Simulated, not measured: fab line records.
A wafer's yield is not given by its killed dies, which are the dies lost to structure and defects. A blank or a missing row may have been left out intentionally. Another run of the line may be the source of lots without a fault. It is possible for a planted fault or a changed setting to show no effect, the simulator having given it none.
Tool commonality check -- flow gf180mcu -- Sampled: 11 lots, 33 wafers

WHAT PROMPTED THE OPENING
At GF_MIM_RS_MEAS_10 the reading MIM_ALCU_RS is flagged on 2 of 11 lots. No-fault wafers: 0.1610 ohm/sq, standard deviation 0.0024.
Rule: a lot gets a flag if all its wafers with a number sit over 4 standard deviations from that mean, or if no wafer of it has a number. As for the other lots, they are considered sound.

lot,measured,on,"MIM_ALCU_RS (ohm/sq), wafer by wafer",flag
L700,day 25 01:49,film_metro-04,0.1546 0.1582 0.1592,
L703,day 25 23:53,film_metro-01,0.1607 0.1619 0.1607,
L704,day 26 03:45,film_metro-01,0.1592 0.1640 0.1581,
L705,day 26 13:41,film_metro-02,0.1633 0.1590 0.1646,
L706,day 27 03:04,film_metro-04,0.1606 0.1576 0.1606,
L708,day 27 11:46,film_metro-02,0.1675 0.1669 0.1661,
L718,day 30 11:03,film_metro-04,0.0807 0.0810 0.0808,FLAGGED
L719,day 30 19:50,film_metro-04,0.0805 0.0805 0.0812,FLAGGED
L720,day 30 20:36,film_metro-02,0.1582 0.1590 0.1565,
L721,day 31 01:31,film_metro-01,0.1658 0.1605 0.1624,
L722,day 31 08:57,film_metro-04,0.1629 0.1632 0.1618,
The mean of the flagged lots' numbers is 0.0808 ohm/sq, -0.0802 ohm/sq from the usual (-33 standard deviations).

WHICH TOOL EACH LOT WENT THROUGH
The record holds 1 process step before the reading, out of a route of 602 steps. Every cell lists first the tool, next ch and the chambers used by the sampled wafers, and last the start.
lot,flag,GF_MIM_SPUTTER_08
L700,,"pvd_sputter-03, day 25 01:44"
L703,,"pvd_sputter-04, day 25 23:49"
L704,,"pvd_sputter-02, day 26 03:41"
L705,,"pvd_sputter-02, day 26 13:35"
L706,,"pvd_sputter-03, day 27 03:01"
L708,,"pvd_sputter-04, day 27 11:41"
L718,FLAGGED,"pvd_sputter-04, day 30 11:00"
L719,FLAGGED,"pvd_sputter-04, day 30 19:44"
L720,,"pvd_sputter-02, day 30 20:32"
L721,,"pvd_sputter-02, day 31 01:28"
L722,,"pvd_sputter-03, day 31 08:53"
What is done by these steps:
- GF_MIM_SPUTTER_08: material AlCu, target thk 200 nm, time 10.6 s.
- GF_MIM_RS_MEAS_10: measures by four-point-probe.

FLAGGED OVER TOTAL, TOOL BY TOOL (the gauges that took the reading come last)
step,tool,lots run,flagged,share of the flagged lots,sound lots run after its first flagged lot
GF_MIM_SPUTTER_08,pvd_sputter-02,4,0,none,-
GF_MIM_SPUTTER_08,pvd_sputter-03,3,0,none,-
GF_MIM_SPUTTER_08,pvd_sputter-04,4,2,all,0
GF_MIM_RS_MEAS_10,film_metro-01,3,0,none,-
GF_MIM_RS_MEAS_10,film_metro-02,3,0,none,-
GF_MIM_RS_MEAS_10,film_metro-04,5,2,all,1 (L722)

WHAT THE TABLE PERMITS
Every flagged lot went through 2 rows of the table: pvd_sputter-04 at GF_MIM_SPUTTER_08 and film_metro-04 at GF_MIM_RS_MEAS_10.
- pvd_sputter-04 at GF_MIM_SPUTTER_08 ran 4 lots, 2 of them flagged. It ran its last sound lot, L708, at day 27 11:41 and its first flagged lot, L718, at day 30 11:00: a fault with its onset between the two fits.
- film_metro-04 at GF_MIM_RS_MEAS_10 ran 5 lots, 2 of them flagged. Lots that were sound ran on it after the first flagged one (L722); a persistent fault on the entire tool would not allow that.
What remains is a single tool, pvd_sputter-04 at GF_MIM_SPUTTER_08.

WHAT THE SIMULATOR PUT IN
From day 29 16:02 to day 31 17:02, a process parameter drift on pvd_sputter-04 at GF_MIM_SPUTTER_08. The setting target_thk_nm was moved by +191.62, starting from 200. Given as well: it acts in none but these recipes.
Lots struck among those shown: L718, L719. The rule given above showed the same thing.
